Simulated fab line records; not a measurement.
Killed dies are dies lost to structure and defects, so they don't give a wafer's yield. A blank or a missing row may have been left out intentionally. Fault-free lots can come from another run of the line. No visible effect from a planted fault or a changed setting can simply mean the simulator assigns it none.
fab line records    flow sky130
record lots=12  wafers=36  last-day=50
route steps=708 shown LDD_P@264 VIA2@523 VIA3@585
lots untouched by any fault: they come from a run of this same line in which no faults occurred
start-h: the number of hours between the record's first day and the start of the first shown wafer of the lot    wait-h: hours from the lot's prior step to this one    " repeats the value in the row above    L1.1+2: a single row standing in for several wafers    - no value, or no start given    * or withheld: withheld    < > ~ a bound
route shown NAME@n: a module of which the file shows steps, and the number in the route of the first    usual: mean and standard deviation over wafers with no fault    same: alike in all rows    chamber/n: place in a boat    sites: readings site by site    _std_site: their standard deviation    _edge_site: outer sites' mean less inner sites'    radius-mm: for every site, how far away it sits from the centre of the wafer    mask NAME#n: copy n    behind: tool/chamber where the wafer was last shaped    hold: why the lot went on hold/how many hours it stayed there/how the hold came to an end    device: whichever transistor did not switch (one of n, p or np)    end of line: the same wafers' tests at the end of the route    a step given without rows: its recipe and nothing more    killed: at the first sort, the dies lost to defects and structure; wafer yield is something else    map: a wafer's dies, x killed, . not, _ none there
set.NAME: setting as actually run; set.NAME@STEP: the setting as run at that earlier step    model.NAME: the simulator's own value behind a step, which no gauge read
the route's steps for a sample of lots (tables are steps, rows are wafers)
services: when a tool's chamber went out of use (start-h, in hours from the record's first day, below 0 if earlier), for how many hours, and the reason
## steps
# step SKY_LDD_P_IMPLANT_09
# recipe species=BF2  energy-kev=25  dose-cm2=1e+13  tilt-deg=withheld
# usual dose-ions-cm2=1e+13/9.9e+09  end-station-pressure-torr=5.05e-06/2.4e-07  faraday-current-uA=56.3/1.1
# same implant-ion-amu=49
lot.wafer  tool          chamber  start-h  wait-h  dose-ions-cm2  end-station-pressure-torr  faraday-current-uA
L243.1     implanter-03  0        421.09   0.0     1.0014e+13     4.9e-06                    57.3
L243.2     "             0        "        "       1.0006e+13     4.96e-06                   55.7
L243.5     "             0        "        "       1.0003e+13     4.87e-06                   55.0
L244.2     implanter-02  0        433.52   0.0     9.99e+12       4.96e-06                   58.3
L244.3     "             0        "        "       1.0004e+13     5.06e-06                   55.1
L244.5     "             0        "        "       9.999e+12      5.11e-06                   56.5
L245.2     implanter-02  0        448.41   0.0     1.0002e+13     4.99e-06                   59.6
L245.4     "             0        "        "       1.0012e+13     5.32e-06                   56.8
L245.6     "             0        "        "       1e+13          5.3e-06                    55.5
L247.2     implanter-02  0        468.44   0.0     9.996e+12      5.03e-06                   57.1
L247.4     "             0        "        "       1.0021e+13     5.13e-06                   55.3
L247.6     "             0        "        "       1.0019e+13     4.98e-06                   57.0
L250.1     implanter-04  0        496.10   0.0     1.0017e+13     4.92e-06                   55.8
L250.3     "             0        "        "       1.0006e+13     5.08e-06                   56.5
L250.4     "             0        "        "       1.0009e+13     4.58e-06                   56.2
L251.1     implanter-04  0        498.07   0.0     1.0009e+13     5.26e-06                   55.0
L251.2     "             0        "        "       1.0001e+13     5.12e-06                   56.0
L251.5     "             0        "        "       1.0003e+13     5.24e-06                   54.6
L252.1     implanter-02  0        505.17   0.0     9.994e+12      5.2e-06                    56.1
L252.2     "             0        "        "       9.997e+12      5.05e-06                   56.4
L252.4     "             0        "        "       9.993e+12      4.96e-06                   56.6
L256.3     implanter-02  0        542.87   0.1     1.0013e+13     5.13e-06                   55.5
L256.5     "             0        "        "       9.998e+12      4.89e-06                   57.3
L256.6     "             0        "        "       1.0003e+13     5.28e-06                   56.5
L259.1     implanter-03  0        577.62   0.0     1.001e+13      4.9e-06                    59.2
L259.2     "             0        "        "       1.001e+13      5.66e-06                   56.6
L259.6     "             0        "        "       1.0004e+13     5.21e-06                   55.6
L260.1     implanter-04  0        580.91   0.1     1.5346e+13     5.39e-06                   87.1
L260.2     "             0        "        "       1.5355e+13     4.89e-06                   86.5
L260.3     "             0        "        "       1.5353e+13     4.93e-06                   86.4
L261.1     implanter-04  0        583.47   0.0     1.5361e+13     4.92e-06                   88.3
L261.3     "             0        "        "       1.5354e+13     4.82e-06                   87.7
L261.4     "             0        "        "       1.5358e+13     5.09e-06                   86.0
L266.1     implanter-02  0        632.38   0.0     1.0007e+13     5.28e-06                   56.2
L266.4     "             0        "        "       1e+13          5.45e-06                   56.2
L266.6     "             0        "        "       1.0002e+13     4.7e-06                    55.4
# step SKY_LDD_P_TW_MEAS_11
# usual LDD_P_TW=635/12
lot.wafer  tool           chamber  start-h  wait-h  LDD_P_TW
L243.1     film-metro-01  -        421.34   0.1     625
L243.2     "              -        "        "       626
L243.5     "              -        "        "       619
L244.2     film-metro-01  -        433.76   0.1     626
L244.3     "              -        "        "       626
L244.5     "              -        "        "       624
L245.2     film-metro-02  -        448.64   0.1     625
L245.4     "              -        "        "       629
L245.6     "              -        "        "       625
L247.2     film-metro-02  -        468.67   0.1     627
L247.4     "              -        "        "       628
L247.6     "              -        "        "       628
L250.1     film-metro-04  -        496.35   0.1     648
L250.3     "              -        "        "       647
L250.4     "              -        "        "       647
L251.1     film-metro-04  -        498.32   0.1     646
L251.2     "              -        "        "       645
L251.5     "              -        "        "       649
L252.1     film-metro-04  -        505.42   0.1     649
L252.2     "              -        "        "       651
L252.4     "              -        "        "       650
L256.3     film-metro-04  -        543.09   0.1     651
L256.5     "              -        "        "       650
L256.6     "              -        "        "       651
L259.1     film-metro-04  -        577.87   0.1     646
L259.2     "              -        "        "       653
L259.6     "              -        "        "       652
L260.1     film-metro-02  -        581.16   0.1     714
L260.2     "              -        "        "       716
L260.3     "              -        "        "       716
L261.1     film-metro-04  -        583.72   0.1     741
L261.3     "              -        "        "       748
L261.4     "              -        "        "       745
L266.1     film-metro-01  -        632.63   0.1     625
L266.4     "              -        "        "       628
L266.6     "              -        "        "       623
# step SKY_VIA2_STRIP_16
# recipe chemistry=O2/N2  power-w=1400  pressure-mtorr=1500  platen-temp-c=withheld  o2-flow-sccm=3000  n2-flow-sccm=300  overash-fraction=0.5
# usual drypump-motor-current-A=5.57/0.28  oes-product-au=0.398/0.0049  strip-time-to-endpoint-s=4.035/0.029
lot.wafer  tool             chamber  start-h  wait-h  drypump-motor-current-A  oes-product-au  rf-hours-counter-h  strip-time-to-endpoint-s
L243.1     plasma-asher-04  0        836.49   0.0     5.41                     0.407           104                 4.080
L243.2     "                1        "        "       4.88                     0.399           104                 4.056
L243.5     "                1        "        "       4.87                     0.401           -                   4.088
L244.2     plasma-asher-03  0        847.95   0.0     5.52                     0.395           38                  4.000
L244.3     "                0        "        "       5.53                     0.396           -                   4.027
L244.5     "                0        "        "       5.52                     0.392           -                   3.996
L245.2     plasma-asher-03  1        860.39   0.0     5.94                     0.395           40                  4.027
L245.4     "                0        "        "       5.52                     0.398           -                   4.067
L245.6     "                0        "        "       5.53                     0.396           -                   4.062
L247.2     plasma-asher-02  0        875.94   0.0     5.66                     0.394           77                  4.005
L247.4     "                0        "        "       5.66                     0.397           -                   4.037
L247.6     "                1        "        "       5.64                     0.398           -                   4.049
L250.1     plasma-asher-03  1        899.65   0.0     5.88                     0.401           44                  4.069
L250.3     "                0        "        "       5.54                     0.407           -                   4.088
L250.4     "                1        "        "       5.90                     0.391           -                   4.028
L251.1     plasma-asher-02  1        901.59   0.0     5.65                     0.398           80                  4.033
L251.2     "                0        "        "       5.65                     0.396           80                  3.976
L251.5     "                0        "        "       5.67                     0.396           -                   4.013
L252.1     plasma-asher-02  0        904.90   0.0     5.66                     0.398           80                  3.967
L252.2     "                1        "        "       5.66                     0.397           80                  4.033
L252.4     "                0        "        "       5.66                     0.406           -                   4.069
L256.3     plasma-asher-04  1        935.33   0.1     4.89                     0.402           -                   4.057
L256.5     "                0        "        "       5.44                     0.398           -                   4.012
L256.6     "                1        "        "       4.88                     0.390           -                   4.017
L259.1     plasma-asher-02  1        966.05   0.0     5.63                     0.399           86                  4.064
L259.2     "                0        "        "       5.64                     0.399           86                  4.025
L259.6     "                1        "        "       5.63                     0.388           -                   4.027
L260.1     plasma-asher-03  0        968.05   0.0     5.53                     0.403           51                  4.075
L260.2     "                1        "        "       5.90                     0.394           51                  4.058
L260.3     "                1        "        "       5.90                     0.396           -                   4.009
L261.1     plasma-asher-03  1        971.30   0.0     5.93                     0.396           51                  4.046
L261.3     "                1        "        "       5.92                     0.401           -                   4.049
L261.4     "                0        "        "       5.53                     0.400           -                   4.024
L266.1     plasma-asher-02  1        1010.55  0.0     5.60                     0.397           91                  4.066
L266.4     "                1        "        "       5.62                     0.391           -                   4.053
L266.6     "                0        "        "       5.65                     0.396           -                   4.060
# step SKY_VIA3_CD_MEAS_12
# recipe target-cd-nm=200
# usual cd-nm=199.7/1.3
lot.wafer  tool       chamber  start-h  wait-h  cd-nm
L243.1     cd-sem-02  -        915.67   -       200.1
L243.2     "          -        "        "       201.2
L243.5     "          -        "        "       200.6
L244.2     cd-sem-02  -        927.89   -       199.1
L244.3     "          -        "        "       199.0
L244.5     "          -        "        "       199.2
L245.2     cd-sem-02  -        938.85   -       200.7
L245.4     "          -        "        "       200.9
L245.6     "          -        "        "       201.6
L247.2     cd-sem-02  -        955.92   -       196.5
L247.4     "          -        "        "       197.5
L247.6     "          -        "        "       197.5
L250.1     cd-sem-02  -        976.13   -       200.9
L250.3     "          -        "        "       200.9
L250.4     "          -        "        "       201.0
L251.1     cd-sem-02  -        977.72   -       199.4
L251.2     "          -        "        "       199.4
L251.5     "          -        "        "       199.5
L252.1     cd-sem-01  -        983.08   -       199.2
L252.2     "          -        "        "       200.6
L252.4     "          -        "        "       200.9
L256.3     cd-sem-01  -        1011.31  -       200.1
L256.5     "          -        "        "       201.4
L256.6     "          -        "        "       201.2
L259.1     cd-sem-02  -        1039.27  -       199.5
L259.2     "          -        "        "       200.4
L259.6     "          -        "        "       200.3
L260.1     cd-sem-01  -        1041.87  -       200.3
L260.2     "          -        "        "       200.2
L260.3     "          -        "        "       199.3
L261.1     cd-sem-01  -        1044.07  -       197.7
L261.3     "          -        "        "       197.9
L261.4     "          -        "        "       198.9
L266.1     cd-sem-01  -        1080.33  -       200.2
L266.4     "          -        "        "       198.9
L266.6     "          -        "        "       200.9
# step SKY_VIA3_ETCH_14
# recipe chemistry=N2/H2  target=BARC  ion-energy-ev=200  source-w=500  bias-w=100  pressure-mtorr=30  n2-flow-sccm=100  h2-flow-sccm=200  stop-on=SiO2  time-s=45.9  target-depth-a=600
# usual drypump-motor-current-A=5.6/0.53  oes-product-au=0.854/0.005  throttle-valve-pct=13.224/0.009
lot.wafer  tool         chamber  start-h  wait-h  drypump-motor-current-A  oes-product-au  rf-hours-counter-h  throttle-valve-pct
L243.1     rie-diel-03  2        915.82   0.0     6.3                      0.852           19                  13.226
L243.2     "            3        "        "       4.8                      0.863           6                   13.227
L243.5     "            0        "        "       5.5                      0.856           -                   13.225
L244.2     rie-diel-04  0        928.02   0.0     5.5                      0.848           17                  13.212
L244.3     "            3        "        "       6.0                      0.852           3                   13.206
L244.5     "            2        "        "       4.9                      0.843           -                   13.211
L245.2     rie-diel-02  3        938.99   0.0     6.0                      0.863           20                  13.213
L245.4     "            2        "        "       5.8                      0.850           21                  13.239
L245.6     "            1        "        "       6.0                      0.856           -                   13.220
L247.2     rie-diel-02  3        956.06   0.0     6.0                      0.859           20                  13.218
L247.4     "            0        "        "       4.8                      0.849           12                  13.221
L247.6     "            3        "        "       6.0                      0.858           -                   13.215
L250.1     rie-diel-02  2        976.29   0.0     5.8                      0.851           22                  13.253
L250.3     "            3        "        "       6.0                      0.859           21                  13.220
L250.4     "            0        "        "       4.8                      0.845           13                  13.237
L251.1     rie-diel-04  0        977.87   0.0     5.5                      0.852           19                  13.218
L251.2     "            1        "        "       6.6                      0.860           10                  13.217
L251.5     "            2        "        "       5.0                      0.858           -                   13.210
L252.1     rie-diel-02  0        983.24   0.0     4.8                      0.853           13                  13.233
L252.2     "            2        "        "       5.8                      0.857           23                  13.220
L252.4     "            3        "        "       6.0                      0.855           22                  13.213
L256.3     rie-diel-02  0        1011.42  0.0     4.8                      0.848           14                  13.220
L256.5     "            0        "        "       4.8                      0.859           -                   13.230
L256.6     "            1        "        "       6.0                      0.850           -                   13.224
L259.1     rie-diel-04  2        1039.42  0.0     4.9                      0.849           10                  13.209
L259.2     "            3        "        "       6.0                      0.860           6                   13.225
L259.6     "            0        "        "       5.5                      0.859           -                   13.224
L260.1     rie-diel-04  2        1042.02  0.0     5.0                      0.854           10                  13.213
L260.2     "            0        "        "       5.5                      0.849           21                  13.215
L260.3     "            1        "        "       6.6                      0.859           12                  13.209
L261.1     rie-diel-02  0        1044.22  0.0     4.9                      0.858           15                  13.220
L261.3     "            1        "        "       6.0                      0.851           31                  13.236
L261.4     "            2        "        "       5.8                      0.858           25                  13.224
L266.1     rie-diel-02  2        1080.49  0.0     5.8                      0.853           27                  13.208
L266.4     "            3        "        "       6.0                      0.860           25                  13.223
L266.6     "            1        "        "       5.9                      0.853           -                   13.229
## services
tool          chamber  start-h  hours  kind
rie-diel-02   0        405.02   3.5    repair
rie-diel-02   2        414.64   3.4    repair
implanter-02  -        420.97   4.2    pm
rie-diel-02   -        423.66   14.6   pm
implanter-02  -        481.34   2.6    repair
rie-diel-02   0        511.01   5.3    repair
rie-diel-02   -        515.39   0.9    repair
rie-diel-02   3        546.28   8.9    repair
rie-diel-02   0        578.18   5.9    repair
rie-diel-02   3        595.54   6.8    repair
rie-diel-02   2        751.17   12.6   repair
implanter-02  -        795.02   4.0    pm
rie-diel-02   1        804.19   5.4    repair
rie-diel-02   1        826.38   1.7    repair
rie-diel-02   0        838.41   8.5    repair
implanter-02  -        850.91   3.9    repair
implanter-02  -        892.86   0.5    repair
rie-diel-02   0        893.98   4.1    repair
rie-diel-02   3        907.30   4.8    repair
implanter-02  -        914.39   2.5    repair
implanter-02  -        979.42   3.8    repair
rie-diel-02   1        1016.19  3.3    repair
implanter-02  -        1020.68  6.9    repair
rie-diel-02   3        1047.97  2.8    repair
## key
first-sign step=SKY_LDD_P_IMPLANT_09  reading=dose-ions-cm2  direction=up  sigmas=99+  usual=*  struck=*
effect step=SKY_LDD_P_IMPLANT_09  reading=faraday-current-uA  direction=up  sigmas=27  usual=56.3  struck=87.0
effect step=SKY_LDD_P_TW_MEAS_11  reading=LDD_P_TW  direction=up  sigmas=8.2  usual=635  struck=730
met-at SKY_LDD_P_IMPLANT_09
struck-lots L260,L261
tester-left-out L260,L261
not-acting-at SKY_VIA2_STRIP_16,SKY_VIA3_CD_MEAS_12,SKY_VIA3_ETCH_14
onset-between 498.07 580.91
fault kind=process-parameter-drift  tool=implanter-04  chamber=-  onset-h=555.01  steps=SKY_LDD_P_IMPLANT_09  channel=dose-cm2  offset=*  shape=step  end-h=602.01  acts-in=*  stated=*
# tester-left-out: of these lots the tester's yield and bins aren't shown, on N5 and GAA mostly nor the transistor test; their killed dies are dies lost to structure and defects alone, not to doping, threshold or leakage, so they don't give the yield
